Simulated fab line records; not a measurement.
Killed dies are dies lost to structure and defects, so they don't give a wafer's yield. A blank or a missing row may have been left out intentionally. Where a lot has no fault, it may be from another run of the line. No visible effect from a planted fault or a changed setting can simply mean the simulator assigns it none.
Which tool did it? / flow sky130 / 33 wafers from 11 lots sampled at 4 of the route's 708 steps

WHAT THE GAUGES READ, wafer by wafer
SKY_METAL1_RS_MEAS_05: the measuring method here is four-point-probe. Usual: METAL1_ALCU_RS 0.1263 ohm/sq, standard deviation 0.00097.
lot=L940; measured=day 31 09:17; on=film_metro-01; METAL1_ALCU_RS (ohm/sq)=0.1254 0.1255 0.1260; flag=
lot=L943; measured=day 32 15:12; on=film_metro-01; METAL1_ALCU_RS (ohm/sq)=0.1262 0.1263 0.1264; flag=
lot=L942; measured=day 32 17:19; on=film_metro-01; METAL1_ALCU_RS (ohm/sq)=0.1259 0.1259 0.1259; flag=
lot=L944; measured=day 33 03:40; on=film_metro-04; METAL1_ALCU_RS (ohm/sq)=0.1264 0.1263 0.1268; flag=
lot=L947; measured=day 33 15:22; on=film_metro-01; METAL1_ALCU_RS (ohm/sq)=0.1261 0.1250 0.1254; flag=
lot=L950; measured=day 35 00:07; on=film_metro-04; METAL1_ALCU_RS (ohm/sq)=0.1267 0.1276 0.1267; flag=
lot=L953; measured=day 37 12:44; on=film_metro-03; METAL1_ALCU_RS (ohm/sq)=0.1275 0.1273 0.1265; flag=
lot=L957; measured=day 37 15:56; on=film_metro-03; METAL1_ALCU_RS (ohm/sq)=0.1271 0.1269 0.1280; flag=
lot=L959; measured=day 37 17:44; on=film_metro-03; METAL1_ALCU_RS (ohm/sq)=0.1279 0.1264 0.1273; flag=
lot=L962; measured=day 39 09:26; on=film_metro-03; METAL1_ALCU_RS (ohm/sq)=0.1262 0.1258 0.1261; flag=
lot=L963; measured=day 39 11:45; on=film_metro-03; METAL1_ALCU_RS (ohm/sq)=0.1249 0.1244 0.1257; flag=

EACH LOT AND THE TOOL THAT RAN IT (in order: tool; ch and the chambers of the sampled wafers; start)
lot=L940; SKY_LI_CONTACT_CVD_21=cvd_w-01 ch 0,1, day 28 22:09; SKY_CONTACT_ETCH_17=rie_diel-03 ch 0,1,3, day 31 07:47; SKY_CONTACT_ETCH_18=rie_diel-03 ch 0,1,3, day 31 09:17 or earlier
lot=L943; SKY_LI_CONTACT_CVD_21=cvd_w-01 ch 0,1, day 30 04:18; SKY_CONTACT_ETCH_17=rie_diel-04 ch 2,3, day 32 13:42; SKY_CONTACT_ETCH_18=rie_diel-04 ch 2,3, day 32 15:12 or earlier
lot=L942; SKY_LI_CONTACT_CVD_21=cvd_w-01 ch 0,1, day 30 04:52; SKY_CONTACT_ETCH_17=rie_diel-03 ch 0,1, day 32 15:48; SKY_CONTACT_ETCH_18=rie_diel-03 ch 0,1, day 32 17:19 or earlier
lot=L944; SKY_LI_CONTACT_CVD_21=cvd_w-02 ch 0,1, day 30 15:16; SKY_CONTACT_ETCH_17=rie_diel-01 ch 0,2,3, day 33 02:11; SKY_CONTACT_ETCH_18=rie_diel-01 ch 0,2,3, day 33 03:40 or earlier
lot=L947; SKY_LI_CONTACT_CVD_21=cvd_w-02 ch 0,1, day 31 04:55; SKY_CONTACT_ETCH_17=rie_diel-04 ch 0,1,3, day 33 13:52; SKY_CONTACT_ETCH_18=rie_diel-04 ch 0,1,3, day 33 15:22 or earlier
lot=L950; SKY_LI_CONTACT_CVD_21=cvd_w-01 ch 0,1, day 32 15:19; SKY_CONTACT_ETCH_17=rie_diel-01 ch 0,1, day 34 22:33; SKY_CONTACT_ETCH_18=rie_diel-01 ch 0,1, day 35 00:07 or earlier
lot=L953; SKY_LI_CONTACT_CVD_21=cvd_w-02 ch 0,1, day 35 03:01; SKY_CONTACT_ETCH_17=rie_diel-01 ch 0,2, day 37 11:12; SKY_CONTACT_ETCH_18=rie_diel-01 ch 0,2, day 37 12:44 or earlier
lot=L957; SKY_LI_CONTACT_CVD_21=cvd_w-01 ch 0,1, day 35 06:39; SKY_CONTACT_ETCH_17=rie_diel-01 ch 0,3, day 37 14:24; SKY_CONTACT_ETCH_18=rie_diel-01 ch 0,3, day 37 15:56 or earlier
lot=L959; SKY_LI_CONTACT_CVD_21=cvd_w-02 ch 0,1, day 35 09:38; SKY_CONTACT_ETCH_17=rie_diel-04 ch 1,2,3, day 37 16:12; SKY_CONTACT_ETCH_18=rie_diel-04 ch 1,2,3, day 37 17:44 or earlier
lot=L962; SKY_LI_CONTACT_CVD_21=cvd_w-02 ch 0,1, day 37 02:40; SKY_CONTACT_ETCH_17=rie_diel-03 ch 2,3, day 39 07:49; SKY_CONTACT_ETCH_18=rie_diel-03 ch 2,3, day 39 09:26 or earlier
lot=L963; SKY_LI_CONTACT_CVD_21=cvd_w-02 ch 0,1, day 37 04:25; SKY_CONTACT_ETCH_17=rie_diel-03 ch 0,2,3, day 39 10:16; SKY_CONTACT_ETCH_18=rie_diel-03 ch 0,2,3, day 39 11:45 or earlier
- SKY_LI_CONTACT_CVD_21: deposits W, target thk 400 nm, time 120.56 s.
- SKY_CONTACT_ETCH_17: etches SiO2 in C4F8/O2/Ar, stops on Si3N4, target depth 340 nm.
- SKY_CONTACT_ETCH_18: etches Si3N4 in CHF3/O2, stops on TiN, time 39 s, target depth 75 nm.

WHAT THE TOOLS THEMSELVES READ (means of the sampled wafers that have a number; where no wafer has one, the mark that the record gives instead)
SKY_LI_CONTACT_CVD_21. Usual: heater_power_w 930 W, standard deviation 130.
lot=L940; tool=cvd_w-01; heater_power_w (W)=925; flag=
lot=L943; tool=cvd_w-01; heater_power_w (W)=1025; flag=
lot=L942; tool=cvd_w-01; heater_power_w (W)=937; flag=
lot=L944; tool=cvd_w-02; heater_power_w (W)=902; flag=
lot=L947; tool=cvd_w-02; heater_power_w (W)=852; flag=
lot=L950; tool=cvd_w-01; heater_power_w (W)=942; flag=
lot=L953; tool=cvd_w-02; heater_power_w (W)=857; flag=
lot=L957; tool=cvd_w-01; heater_power_w (W)=945; flag=
lot=L959; tool=cvd_w-02; heater_power_w (W)=919; flag=
lot=L962; tool=cvd_w-02; heater_power_w (W)=867; flag=
lot=L963; tool=cvd_w-02; heater_power_w (W)=925; flag=

SKY_CONTACT_ETCH_17. Usual: chamber_pressure_mTorr 40.01 mTorr, standard deviation 0.039; oes_product_au 0.892 a.u., standard deviation 0.0046; rf_fwd_power_W 1486 W, standard deviation 5.5.
lot=L940; tool=rie_diel-03; chamber_pressure_mTorr (mTorr)=39.98; oes_product_au (a.u.)=0.892; rf_fwd_power_W (W)=1484; flag=
lot=L943; tool=rie_diel-04; chamber_pressure_mTorr (mTorr)=39.99; oes_product_au (a.u.)=0.889; rf_fwd_power_W (W)=1490; flag=
lot=L942; tool=rie_diel-03; chamber_pressure_mTorr (mTorr)=39.99; oes_product_au (a.u.)=0.892; rf_fwd_power_W (W)=1485; flag=
lot=L944; tool=rie_diel-01; chamber_pressure_mTorr (mTorr)=39.99; oes_product_au (a.u.)=0.893; rf_fwd_power_W (W)=1487; flag=
lot=L947; tool=rie_diel-04; chamber_pressure_mTorr (mTorr)=40.02; oes_product_au (a.u.)=0.894; rf_fwd_power_W (W)=1489; flag=
lot=L950; tool=rie_diel-01; chamber_pressure_mTorr (mTorr)=40.02; oes_product_au (a.u.)=0.892; rf_fwd_power_W (W)=1486; flag=
lot=L953; tool=rie_diel-01; chamber_pressure_mTorr (mTorr)=40.03; oes_product_au (a.u.)=0.891; rf_fwd_power_W (W)=1729; flag=OFF
lot=L957; tool=rie_diel-01; chamber_pressure_mTorr (mTorr)=40.02; oes_product_au (a.u.)=0.891; rf_fwd_power_W (W)=1720; flag=OFF
lot=L959; tool=rie_diel-04; chamber_pressure_mTorr (mTorr)=40.04; oes_product_au (a.u.)=0.891; rf_fwd_power_W (W)=1485; flag=
lot=L962; tool=rie_diel-03; chamber_pressure_mTorr (mTorr)=39.99; oes_product_au (a.u.)=0.891; rf_fwd_power_W (W)=1491; flag=
lot=L963; tool=rie_diel-03; chamber_pressure_mTorr (mTorr)=40.03; oes_product_au (a.u.)=0.890; rf_fwd_power_W (W)=1486; flag=

SKY_CONTACT_ETCH_18. Usual: chamber_pressure_mTorr 40.00 mTorr, standard deviation 0.033; drypump_motor_current_A 5.9 A, standard deviation 0.57; oes_product_au 0.855 a.u., standard deviation 0.007; rf_fwd_power_W 592.5 W, standard deviation 2.2; throttle_valve_pct 8.792 %, standard deviation 0.0091.
lot=L940; tool=rie_diel-03; chamber_pressure_mTorr (mTorr)=40.02; drypump_motor_current_A (A)=5.3; oes_product_au (a.u.)=0.853; rf_fwd_power_W (W)=591.9; throttle_valve_pct (%)=8.799; flag=
lot=L943; tool=rie_diel-04; chamber_pressure_mTorr (mTorr)=40.02; drypump_motor_current_A (A)=6.3; oes_product_au (a.u.)=0.868; rf_fwd_power_W (W)=593.4; throttle_valve_pct (%)=8.795; flag=
lot=L942; tool=rie_diel-03; chamber_pressure_mTorr (mTorr)=40.01; drypump_motor_current_A (A)=5.2; oes_product_au (a.u.)=0.856; rf_fwd_power_W (W)=591.7; throttle_valve_pct (%)=8.787; flag=
lot=L944; tool=rie_diel-01; chamber_pressure_mTorr (mTorr)=40.00; drypump_motor_current_A (A)=6.0; oes_product_au (a.u.)=0.847; rf_fwd_power_W (W)=590.5; throttle_valve_pct (%)=8.793; flag=
lot=L947; tool=rie_diel-04; chamber_pressure_mTorr (mTorr)=39.99; drypump_motor_current_A (A)=5.8; oes_product_au (a.u.)=0.860; rf_fwd_power_W (W)=594.8; throttle_valve_pct (%)=8.783; flag=
lot=L950; tool=rie_diel-01; chamber_pressure_mTorr (mTorr)=40.02; drypump_motor_current_A (A)=6.1; oes_product_au (a.u.)=0.857; rf_fwd_power_W (W)=593.8; throttle_valve_pct (%)=8.793; flag=
lot=L953; tool=rie_diel-01; chamber_pressure_mTorr (mTorr)=39.99; drypump_motor_current_A (A)=6.0; oes_product_au (a.u.)=0.830; rf_fwd_power_W (W)=594.4; throttle_valve_pct (%)=8.792; flag=OFF
lot=L957; tool=rie_diel-01; chamber_pressure_mTorr (mTorr)=40.03; drypump_motor_current_A (A)=5.8; oes_product_au (a.u.)=0.821; rf_fwd_power_W (W)=591.0; throttle_valve_pct (%)=8.782; flag=OFF
lot=L959; tool=rie_diel-04; chamber_pressure_mTorr (mTorr)=39.98; drypump_motor_current_A (A)=6.1; oes_product_au (a.u.)=0.867; rf_fwd_power_W (W)=593.9; throttle_valve_pct (%)=8.791; flag=
lot=L962; tool=rie_diel-03; chamber_pressure_mTorr (mTorr)=39.97; drypump_motor_current_A (A)=6.1; oes_product_au (a.u.)=0.854; rf_fwd_power_W (W)=593.7; throttle_valve_pct (%)=8.791; flag=
lot=L963; tool=rie_diel-03; chamber_pressure_mTorr (mTorr)=40.01; drypump_motor_current_A (A)=5.5; oes_product_au (a.u.)=0.852; rf_fwd_power_W (W)=592.1; throttle_valve_pct (%)=8.793; flag=

THE ANSWER, worked out from the rows above alone
Rule: lot off if the mean of its wafers having a number is beyond 3 standard deviations from the usual mean. Also off: a lot with no number at a reading for which 4 or more lots have one. Where the step has rows for the other lots, those lots are counted as sound. The gauges are gone through in route order, then the tools' own readings, and for those a lot's mean is taken as printed above. At the first step where some lot is off, the reading lying furthest off is the one used; lots without a number count as furthest.
Off at SKY_CONTACT_ETCH_17 (rf_fwd_power_W): L953, L957.
A tool fits if, at that step or a process step before it, it ran every lot that is off, and no sound lot after the first of them. One candidate fits, namely rie_diel-01 at SKY_CONTACT_ETCH_17. Its last sound lot is L950 (day 34 22:33), its first lot that is off L953 (day 37 11:12): a fault that began between those two fits.
On the lots that are off, the tool's own readings at SKY_CONTACT_ETCH_17 differ by more than 5 times the standard deviation of the sound lots' means, which bears it out; rf_fwd_power_W reads 1724 W there versus 1487 W on the sound lots.

WHAT WAS PUT IN BY THE SIMULATOR
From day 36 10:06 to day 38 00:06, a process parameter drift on rie_diel-01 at SKY_CONTACT_ETCH_17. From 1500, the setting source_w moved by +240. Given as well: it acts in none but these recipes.
Shown lots that were struck: L953, L957. The same result came from the rule above.
